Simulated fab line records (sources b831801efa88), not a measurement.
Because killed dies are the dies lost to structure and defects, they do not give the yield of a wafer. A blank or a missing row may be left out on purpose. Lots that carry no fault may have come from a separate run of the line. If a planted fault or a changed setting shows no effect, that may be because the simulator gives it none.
fab line records | flow sky130
record lots=12 | wafers=36 | last-day=48
route steps=708 shown VIA3@575 METAL4@598 PAD_OPEN@708
lots that met no fault: from a run of the same line without faults
start-h: start of the lot's first displayed wafer, in hours after the record's first day | wait-h: how many hours have passed since the lot's step before this one | " as in the row above | L1.1+2: a row that stands for several wafers | - no value, or no start was given | * or withheld: withheld | < > ~ a bound
route shown NAME@n: NAME is a module with steps in the file, n the number in the route of the first one | usual: mean and standard deviation over wafers with no fault | same: alike in all rows | chamber/n: place in a boat | sites: the reading at each site | _std_site: standard deviation of those values | _edge_site: outer sites' mean less inner sites' | radius-mm: for every site, how far away it sits from the centre of the wafer | mask NAME#n: copy n | behind: tool/chamber where the wafer was last shaped | hold: the reason the lot was held/the length of the hold in hours/how it ended | device: which transistor (n, p or np) failed to switch | end of line: the same wafers' tests at the end of the route | where a step has no rows: the recipe by itself | killed: count of dies lost to structure and defects at first sort (not the wafer's yield) | map: a wafer's dies, x killed, . not, _ none there
set.NAME: the setting that was run; set.NAME@STEP: the one run at that earlier step | model.NAME: the simulator's own value behind a step, which no gauge read
a sample of lots followed through the steps of the route, with each step as a table and each wafer as a row
services: a tool's chamber out of use, with start hour (start-h, from the record's first day; less than 0 if before it), hours out, and reason
## steps
# step SKY_VIA3_CMP_02
# recipe material=SiO2 | down-force-psi=4 | platen-rpm=60 | pad-velocity-m-s=0.94248
# usual motor-current-A=11.4/0.95
lot.wafer | tool   | chamber | start-h | wait-h | motor-current-A
L907.2    | cmp-02 | 2       | 913.73  | 0.1    | 12.4
L907.4    | "      | 3       | "       | "      | 11.1
L907.6    | "      | 2       | "       | "      | 13.1
L908.1    | cmp-02 | 3       | 917.85  | 0.5    | 10.7
L908.3    | "      | 0       | "       | "      | 11.4
L908.2    | "      | 2       | "       | "      | 13.0
L910.4    | cmp-01 | 0       | 931.06  | 0.1    | 13.0
L910.2    | "      | 1       | "       | "      | 11.5
L910.5    | "      | 2       | "       | "      | 10.5
L911.4    | cmp-01 | 1       | 940.26  | 0.0    | 11.6
L911.3    | "      | 3       | "       | "      | 10.4
L911.2    | "      | 0       | "       | "      | 12.8
L913.1    | cmp-01 | 0       | 953.35  | 0.1    | 13.1
L913.2    | "      | 1       | "       | "      | 11.9
L913.5    | "      | 1       | "       | "      | 11.6
L914.2    | cmp-02 | 1       | 958.47  | 0.1    | 9.8
L914.4    | "      | 2       | "       | "      | 12.7
L914.1    | "      | 3       | "       | "      | 11.5
L915.1    | cmp-02 | 2       | 973.80  | 0.1    | 12.6
L915.3    | "      | 0       | "       | "      | 11.3
L915.5    | "      | 3       | "       | "      | 10.9
L916.1    | cmp-01 | 1       | 979.23  | 0.1    | 11.4
L916.4    | "      | 3       | "       | "      | 10.4
L916.5    | "      | 2       | "       | "      | 10.5
L917.2    | cmp-01 | 3       | 985.40  | 0.1    | 10.3
L917.5    | "      | 2       | "       | "      | 10.8
L917.6    | "      | 3       | "       | "      | 10.3
L918.3    | cmp-01 | 2       | 987.47  | 0.1    | 11.0
L918.6    | "      | 1       | "       | "      | 11.0
L918.5    | "      | 2       | "       | "      | 11.4
L919.4    | cmp-01 | 2       | 1000.39 | 0.1    | 10.7
L919.1    | "      | 3       | "       | "      | 10.2
L919.6    | "      | 1       | "       | "      | 11.9
L920.4    | cmp-02 | 3       | 1001.31 | 0.1    | 11.4
L920.2    | "      | 0       | "       | "      | 11.9
L920.6    | "      | 2       | "       | "      | 13.0
# step SKY_VIA3_BOW_MEAS_03
# recipe mode=bow
# usual VIA3_BOW=81/7.5
lot.wafer | tool          | chamber | start-h | wait-h | VIA3_BOW[um]
L907.2    | film-metro-03 | -       | 914.00  | 0.2    | 87
L907.4    | "             | -       | "       | "      | 71
L907.6    | "             | -       | "       | "      | 75
L908.1    | film-metro-01 | -       | 918.15  | 0.2    | 81
L908.2    | "             | -       | "       | "      | 80
L908.3    | "             | -       | "       | "      | 93
L910.2    | film-metro-02 | -       | 931.28  | 0.1    | 77
L910.4    | "             | -       | "       | "      | 80
L910.5    | "             | -       | "       | "      | 80
L911.2    | film-metro-02 | -       | 940.58  | 0.1    | 72
L911.3    | "             | -       | "       | "      | 94
L911.4    | "             | -       | "       | "      | 77
L913.1    | film-metro-03 | -       | 953.65  | 0.2    | 80
L913.2    | "             | -       | "       | "      | 94
L913.5    | "             | -       | "       | "      | 85
L914.1    | film-metro-02 | -       | 958.77  | 0.1    | 70
L914.2    | "             | -       | "       | "      | 71
L914.4    | "             | -       | "       | "      | 89
L915.1    | film-metro-01 | -       | 974.10  | 0.2    | 83
L915.3    | "             | -       | "       | "      | 84
L915.5    | "             | -       | "       | "      | 85
L916.1    | film-metro-02 | -       | 979.53  | 0.2    | 81
L916.4    | "             | -       | "       | "      | 92
L916.5    | "             | -       | "       | "      | 78
L917.2    | film-metro-02 | -       | 985.67  | 0.2    | 84
L917.5    | "             | -       | "       | "      | 76
L917.6    | "             | -       | "       | "      | 82
L918.3    | film-metro-01 | -       | 987.76  | 0.2    | 84
L918.5    | "             | -       | "       | "      | 84
L918.6    | "             | -       | "       | "      | 99
L919.1    | film-metro-02 | -       | 1000.59 | 0.1    | 77
L919.4    | "             | -       | "       | "      | 70
L919.6    | "             | -       | "       | "      | 81
L920.2    | film-metro-01 | -       | 1001.58 | 0.2    | 82
L920.4    | "             | -       | "       | "      | 80
L920.6    | "             | -       | "       | "      | 78
# step SKY_VIA3_ETCH_15
# recipe target=SiO2 | chemistry=C4F8/O2/Ar | target-depth-nm=507 | stop-on=TiN | mask-material=KrF-thick | source-w=1500 | bias-w=1200 | pressure-mtorr=40 | c4f8-flow-sccm=withheld | O2_flow_sccm=6 | Ar_flow_sccm=300 | time-s=78
# usual oes-product-au=0.946/0.0049 | rf-fwd-power-W=1487/5
# same time-s=78
lot.wafer | tool        | chamber | start-h | wait-h | oes-product-au | rf-fwd-power-W | rf-hours-counter-h
L907.2    | rie-diel-02 | 3       | 939.03  | 0.0    | 0.950          | 1495           | 20
L907.4    | "           | 2       | "       | "      | 0.953          | 1486           | 21
L907.6    | "           | 1       | "       | "      | 0.946          | 1488           | -
L908.1    | rie-diel-02 | 3       | 943.08  | 0.0    | 0.955          | 1490           | 20
L908.2    | "           | 2       | "       | "      | 0.944          | 1481           | 21
L908.3    | "           | 0       | "       | "      | 0.941          | 1487           | 12
L910.2    | rie-diel-04 | 2       | 956.03  | 0.0    | 0.948          | 1486           | 8
L910.4    | "           | 0       | "       | "      | 0.948          | 1491           | -
L910.5    | "           | 3       | "       | "      | 0.938          | 1496           | -
L911.2    | rie-diel-04 | 2       | 964.23  | 0.0    | 0.939          | 1492           | 8
L911.3    | "           | 0       | "       | "      | 0.942          | 1487           | 18
L911.4    | "           | 1       | "       | "      | 0.945          | 1499           | 9
L913.1    | rie-diel-04 | 0       | 977.92  | 0.0    | 0.947          | 1492           | 19
L913.2    | "           | 1       | "       | "      | 0.947          | 1486           | 10
L913.5    | "           | 2       | "       | "      | 0.944          | 1490           | -
L914.1    | rie-diel-02 | 0       | 983.28  | 0.0    | 0.947          | 1485           | 13
L914.2    | "           | 2       | "       | "      | 0.944          | 1479           | 23
L914.4    | "           | 3       | "       | "      | 0.954          | 1489           | 22
L915.1    | rie-diel-04 | 0       | 997.92  | 0.0    | 0.949          | 1491           | 19
L915.3    | "           | 2       | "       | "      | 0.940          | 1485           | 9
L915.5    | "           | 0       | "       | "      | 0.950          | 1493           | -
L916.1    | rie-diel-02 | 2       | 1003.63 | 0.0    | 0.950          | 1482           | 24
L916.4    | "           | 3       | "       | "      | 0.946          | 1487           | 22
L916.5    | "           | 1       | "       | "      | 0.942          | 1483           | -
L917.2    | rie-diel-03 | 0       | 1008.92 | 0.0    | 0.939          | 1487           | 15
L917.5    | "           | 0       | "       | "      | 0.941          | 1492           | -
L917.6    | "           | 3       | "       | "      | 0.945          | 1485           | -
L918.3    | rie-diel-02 | 0       | 1011.47 | 0.0    | 0.904          | 1476           | 14
L918.5    | "           | 0       | "       | "      | 0.905          | 1483           | -
L918.6    | "           | 1       | "       | "      | 0.901          | 1487           | -
L919.1    | rie-diel-03 | 0       | 1023.63 | 0.0    | 0.902          | 1487           | 15
L919.4    | "           | 2       | "       | "      | 0.904          | 1489           | 22
L919.6    | "           | 0       | "       | "      | 0.897          | 1496           | -
L920.2    | rie-diel-02 | 2       | 1023.98 | 0.0    | 0.942          | 1489           | 24
L920.4    | "           | 3       | "       | "      | 0.942          | 1492           | 23
L920.6    | "           | 2       | "       | "      | 0.946          | 1485           | -
# step SKY_VIA3_RS_MEAS_22
# recipe thk-meas-gauge=four-point-probe | reads=W_of_VIA3_CVD_21+TiN_of_VIA3_SPUTTER_20
# usual VIA3_W_RS=0.2924/0.0028
lot.wafer | tool          | chamber | start-h | wait-h | VIA3_W_RS[ohm/sq]
L907.2    | film-metro-03 | -       | 939.90  | 0.1    | 0.2934
L907.4    | "             | -       | "       | "      | 0.2905
L907.6    | "             | -       | "       | "      | 0.2931
L908.1    | film-metro-03 | -       | 943.92  | 0.1    | 0.2856
L908.2    | "             | -       | "       | "      | 0.2934
L908.3    | "             | -       | "       | "      | 0.2892
L910.2    | film-metro-01 | -       | 956.89  | 0.1    | 0.2917
L910.4    | "             | -       | "       | "      | 0.2908
L910.5    | "             | -       | "       | "      | 0.2849
L911.2    | film-metro-02 | -       | 965.52  | 0.1    | 0.2893
L911.3    | "             | -       | "       | "      | 0.2955
L911.4    | "             | -       | "       | "      | 0.2912
L913.1    | film-metro-03 | -       | 978.75  | 0.1    | 0.2918
L913.2    | "             | -       | "       | "      | 0.2950
L913.5    | "             | -       | "       | "      | 0.2899
L914.1    | film-metro-02 | -       | 984.15  | 0.1    | 0.2938
L914.2    | "             | -       | "       | "      | 0.2924
L914.4    | "             | -       | "       | "      | 0.2930
L915.1    | film-metro-01 | -       | 998.76  | 0.1    | 0.2944
L915.3    | "             | -       | "       | "      | 0.2951
L915.5    | "             | -       | "       | "      | 0.2953
L916.1    | film-metro-03 | -       | 1004.47 | 0.1    | 0.2890
L916.4    | "             | -       | "       | "      | 0.2885
L916.5    | "             | -       | "       | "      | 0.2912
L917.2    | film-metro-02 | -       | 1009.77 | 0.1    | 0.2883
L917.5    | "             | -       | "       | "      | 0.2953
L917.6    | "             | -       | "       | "      | 0.2869
L918.3    | film-metro-03 | -       | 1012.34 | 0.1    | 0.2895
L918.5    | "             | -       | "       | "      | 0.2893
L918.6    | "             | -       | "       | "      | 0.2957
L919.1    | film-metro-03 | -       | 1024.47 | 0.1    | 0.2896
L919.4    | "             | -       | "       | "      | 0.2949
L919.6    | "             | -       | "       | "      | 0.2887
L920.2    | film-metro-01 | -       | 1024.84 | 0.1    | 0.2915
L920.4    | "             | -       | "       | "      | 0.2955
L920.6    | "             | -       | "       | "      | 0.2920
# step SKY_METAL4_SPUTTER_00
# recipe material=Ti | target-thk-nm=15 | power-w=3000 | time-s=10 | chamber-pressure-pa=0.4
# usual throttle-valve-pct=30.1/1.3
# same time-s=10
lot.wafer | tool           | chamber | start-h | wait-h | throttle-valve-pct
L907.2    | pvd-sputter-03 | -       | 940.36  | 0.2    | 32.5
L907.4    | "              | -       | "       | "      | 32.3
L907.6    | "              | -       | "       | "      | 28.3
L908.1    | pvd-sputter-03 | -       | 944.40  | 0.1    | 31.0
L908.2    | "              | -       | "       | "      | 28.3
L908.3    | "              | -       | "       | "      | 32.3
L910.2    | pvd-sputter-04 | -       | 957.35  | 0.2    | 29.5
L910.4    | "              | -       | "       | "      | 31.3
L910.5    | "              | -       | "       | "      | 30.8
L911.2    | pvd-sputter-02 | -       | 965.98  | 0.1    | 28.1
L911.3    | "              | -       | "       | "      | 31.8
L911.4    | "              | -       | "       | "      | 29.5
L913.1    | pvd-sputter-03 | -       | 979.23  | 0.2    | 30.7
L913.2    | "              | -       | "       | "      | 31.0
L913.5    | "              | -       | "       | "      | 30.6
L914.1    | pvd-sputter-03 | -       | 984.63  | 0.1    | 30.4
L914.2    | "              | -       | "       | "      | 32.2
L914.4    | "              | -       | "       | "      | 30.9
L915.1    | pvd-sputter-03 | -       | 999.24  | 0.2    | 30.9
L915.3    | "              | -       | "       | "      | 30.5
L915.5    | "              | -       | "       | "      | 28.4
L916.1    | pvd-sputter-04 | -       | 1004.95 | 0.2    | 30.5
L916.4    | "              | -       | "       | "      | 31.0
L916.5    | "              | -       | "       | "      | 30.9
L917.2    | pvd-sputter-02 | -       | 1010.26 | 0.1    | 28.1
L917.5    | "              | -       | "       | "      | 29.1
L917.6    | "              | -       | "       | "      | 31.3
L918.3    | pvd-sputter-04 | -       | 1012.78 | 0.2    | 29.7
L918.5    | "              | -       | "       | "      | 30.7
L918.6    | "              | -       | "       | "      | 29.8
L919.1    | pvd-sputter-03 | -       | 1024.95 | 0.2    | 30.6
L919.4    | "              | -       | "       | "      | 28.2
L919.6    | "              | -       | "       | "      | 28.5
L920.2    | pvd-sputter-02 | -       | 1025.30 | 0.2    | 31.8
L920.4    | "              | -       | "       | "      | 29.0
L920.6    | "              | -       | "       | "      | 28.4
# step SKY_PAD_OPEN_PROBE_99
# usual defect-limited-yield=82.2/1.9 | killed_at_M0_to_M3=44/7.2 | killed_at_M4_up=3.0/1.9 | killed-at-contacts=25/4.8 | killed-at-front-end=16/4.2 | killed-at-other=0.2/0.44 | killed-dies=88/9.3 | killed-open=48/7.1 | killed-short=40/6.5 | sort_bin_3_pad_short=0.9/0.4 | sort_bin_5_function=10.5/1.5 | sort_bin_6_memory=6.5/0.98 | sort-n-pass=404/9.3 | sort-yield-pct=82.2/1.9
# same gross-dies=492 | killed-at-back-side=0 | sort_bin_4_leakage[%]=0 | sort_bin_8_speed[%]=0
lot.wafer | tool      | chamber | start-h | wait-h | defect-limited-yield[%] | killed_at_M0_to_M3 | killed_at_M4_up | killed-at-contacts | killed-at-front-end | killed-at-other | killed-dies | killed-open | killed-short | sort_bin_3_pad_short[%] | sort_bin_5_function[%] | sort_bin_6_memory[%] | sort-n-pass | sort-yield-pct[%]
L918.3    | prober-01 | -       | 1144.08 | 0.2    | 82.3                    | 41                 | 2               | 25                 | 19                  | 0               | 87          | 40          | 47           | 1.0                     | 10.8                   | 5.9                  | 405         | 82.3
L918.5    | prober-01 | -       | 1144.18 | 0.2    | 84.6                    | 43                 | 2               | 20                 | 11                  | 0               | 76          | 43          | 33           | 0.8                     | 9.3                    | 5.3                  | 416         | 84.6
L918.6    | prober-01 | -       | 1144.23 | 0.2    | 82.1                    | 38                 | 5               | 26                 | 18                  | 1               | 88          | 45          | 43           | 1.4                     | 10.2                   | 6.3                  | 404         | 82.1
L919.1    | prober-02 | -       | 1153.49 | 0.1    | 82.7                    | 53                 | 3               | 13                 | 16                  | 0               | 85          | 45          | 40           | 0.4                     | 10.8                   | 6.1                  | 407         | 82.7
L919.4    | prober-02 | -       | 1153.64 | 0.2    | 79.9                    | 42                 | 3               | 30                 | 23                  | 1               | 99          | 51          | 48           | 0.2                     | 13.8                   | 6.1                  | 393         | 79.9
L919.6    | prober-02 | -       | 1153.74 | 0.2    | 82.3                    | 39                 | 2               | 22                 | 23                  | 1               | 87          | 44          | 43           | 1.2                     | 10.0                   | 6.5                  | 405         | 82.3
# killed by level:class
L918.3 CONTACT:geometric-particle:open=12 FIELD_ISO:geometric-particle:short=8 VIA1:geometric-particle:open=8 METAL1:geometric-particle:short=6 VIA1:geometric-particle:short=5 LOCAL_INTERCONNECT:geometric-particle:short=5 POLY_GATE:geometric-particle:open=4 VIA3:geometric-particle:open=4
L918.5 CONTACT:geometric-particle:open=9 VIA2:geometric-particle:open=7 VIA3:geometric-particle:open=7 VIA1:geometric-particle:short=6 METAL2:geometric-particle:short=6 LI_CONTACT:geometric-particle:open=4 CONTACT:geometric-particle:short=4 VIA1:geometric-particle:open=4
L918.6 CONTACT:geometric-particle:open=8 LI_CONTACT:geometric-particle:open=8 VIA1:geometric-particle:open=8 LOCAL_INTERCONNECT:geometric-particle:short=7 FIELD_ISO:geometric-particle:short=6 METAL1:geometric-particle:short=6 VIA2:geometric-particle:open=5 VIA2:geometric-particle:short=4
L919.1 VIA3:geometric-particle:open=10 VIA1:geometric-particle:short=8 VIA1:geometric-particle:open=8 METAL1:geometric-particle:short=8 VIA2:geometric-particle:open=8 METAL2:geometric-particle:short=6 FIELD_ISO:geometric-particle:short=4 POLY_GATE:geometric-particle:short=4
L919.4 VIA1:geometric-particle:open=13 CONTACT:geometric-particle:open=12 POLY_GATE:geometric-particle:short=10 METAL1:geometric-particle:short=8 VIA2:geometric-particle:open=6 POLY_GATE:geometric-particle:open=5 LI_CONTACT:geometric-particle:open=5 CONTACT:geometric-particle:short=5
L919.6 VIA1:geometric-particle:open=10 POLY_GATE:geometric-particle:short=8 LI_CONTACT:geometric-particle:open=8 CONTACT:geometric-particle:open=7 METAL1:geometric-particle:short=6 VIA3:geometric-particle:open=6 METAL2:geometric-particle:short=6 POLY_GATE:geometric-particle:open=5
## services
tool           | chamber | start-h | hours | kind
rie-diel-02    | 0       | 893.98  | 4.1   | repair
rie-diel-02    | 3       | 907.30  | 4.8   | repair
cmp-02         | -       | 910.81  | 1.0   | repair
cmp-01         | -       | 911.95  | 10.2  | pm
cmp-02         | -       | 920.14  | 1.0   | repair
cmp-01         | -       | 922.15  | 4.0   | pm
cmp-01         | -       | 926.15  | -     | consumable-replace:conditioner
cmp-01         | -       | 926.15  | -     | consumable-replace:pad
rie-diel-03    | -       | 931.00  | 2.8   | pm
pvd-sputter-03 | 0       | 934.65  | -     | consumable-replace:kit
pvd-sputter-03 | 0       | 934.65  | 18.0  | scheduled-down
pvd-sputter-03 | 0       | 934.65  | 18.0  | vent-cycle
rie-diel-03    | -       | 939.28  | 0.7   | repair
cmp-01         | -       | 944.04  | 4.4   | repair
rie-diel-04    | 1       | 950.72  | 9.9   | repair
cmp-01         | -       | 971.26  | 0.4   | repair
rie-diel-04    | -       | 981.80  | 2.8   | pm
rie-diel-04    | 3       | 986.33  | 13.8  | repair
rie-diel-03    | 3       | 986.34  | 3.0   | repair
pvd-sputter-04 | 3       | 1015.62 | -     | consumable-replace:kit
pvd-sputter-04 | 3       | 1015.62 | 18.0  | scheduled-down
pvd-sputter-04 | 3       | 1015.62 | 18.0  | vent-cycle
rie-diel-02    | 1       | 1016.19 | 3.3   | repair
## key
first-sign step=SKY_VIA3_ETCH_15 | reading=oes-product-au | direction=down | sigmas=8.8 | usual=0.946 | struck=0.902
effect none on later readings
met-at SKY_VIA3_CMP_02
struck-lots L918,L919
not-acting-at SKY_VIA3_BOW_MEAS_03,SKY_VIA3_RS_MEAS_22,SKY_METAL4_SPUTTER_00
onset-between 985.40 987.47
fault kind=process-parameter-drift | tool=cmp-01 | chamber=- | onset-h=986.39 | steps=SKY_VIA3_CMP_02 | channel=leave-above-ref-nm | offset=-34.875 | shape=step | end-h=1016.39 | acts-in=these-recipes-only | stated=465
